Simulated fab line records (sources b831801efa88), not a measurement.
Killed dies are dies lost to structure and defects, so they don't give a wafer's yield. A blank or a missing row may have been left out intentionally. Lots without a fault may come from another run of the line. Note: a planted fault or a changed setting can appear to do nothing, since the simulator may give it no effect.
Chamber matching ; flow sky130 ; SKY_FIELD_ISO_CMP_27 on cmp-02: 4 sister chambers
The step polishes, stops on Si3N4, t overpolish 16 s, target thk 457.8 nm. 14 wafers are shown with their chamber, then 7 later ones without.

## WAFERS WITH THEIR CHAMBER
wafer;chamber;motor-current-A (A);slurry-flow-ml-min;overpolish-run-s (s)
L995.2;2;10.1;150.7;16.004
L995.3;3;11.8;150.1;16.001
L995.4;0;9.8;151.0;15.997
L998.1;0;9.7;150.0;16.010
L998.3;2;10.1;149.8;16.009
L998.5;0;10.0;149.7;16.000
L105.1;1;10.5;150.8;15.994
L105.3;3;11.7;149.5;16.006
L105.5;2;10.0;150.3;15.992
L106.1;0;9.6;149.9;16.011
L106.4;3;12.2;150.1;15.997
L106.5;3;12.7;149.5;16.001
L107.1;0;10.2;148.9;15.998
L107.2;1;11.0;149.8;16.000

SIGNATURES, as means of the wafers listed above
reading;chamber 0;chamber 1;chamber 2;chamber 3;scatter within a chamber
motor-current-A;9.860;10.750;10.067;12.100;0.314
slurry-flow-ml-min;149.900;150.300;150.267;149.800;0.594
overpolish-run-s;16.00320;15.99700;16.00167;16.00125;0.00628
Rule: for each reading, subtract the chamber's mean from the wafer's reading, divide by that reading's scatter and square the result; add these up over the readings and take the root, which gives the wafer's distance from the chamber. If the next closest chamber is less than 2 further off than the closest, the wafer can't be placed; otherwise it belongs to the closest. The scatter: take each reading less its chamber's mean, square it, sum over the shown wafers, divide by the number of wafers less the number of chambers, and take the root.

## WAFERS MISSING THEIR CHAMBER
wafer;motor-current-A (A);slurry-flow-ml-min;overpolish-run-s (s)
L107.6;10.5;149.2;15.996
L115.1;10.3;150.2;16.008
L115.4;10.8;149.8;15.994
L115.6;12.3;149.8;15.993
L116.1;10.2;150.3;16.001
L116.2;9.6;150.6;15.997
L116.6;10.3;150.2;16.017

## WHICH CHAMBER EACH ONE RAN IN
wafer;from the rows above;in truth
L107.6;can't be placed: 1 or 2 or 0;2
L115.1;can't be placed: 2 or 0 or 1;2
L115.4;can't be placed: 1 or 2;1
L115.6;3;3
L116.1;can't be placed: 2 or 0 or 1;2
L116.2;can't be placed: 0 or 2 or 1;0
L116.6;can't be placed: 2 or 0 or 1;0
1 of 7 placed correctly. Not placeable from these rows: 6 (in 6, the candidates include the true chamber). Placed wrongly: 0.
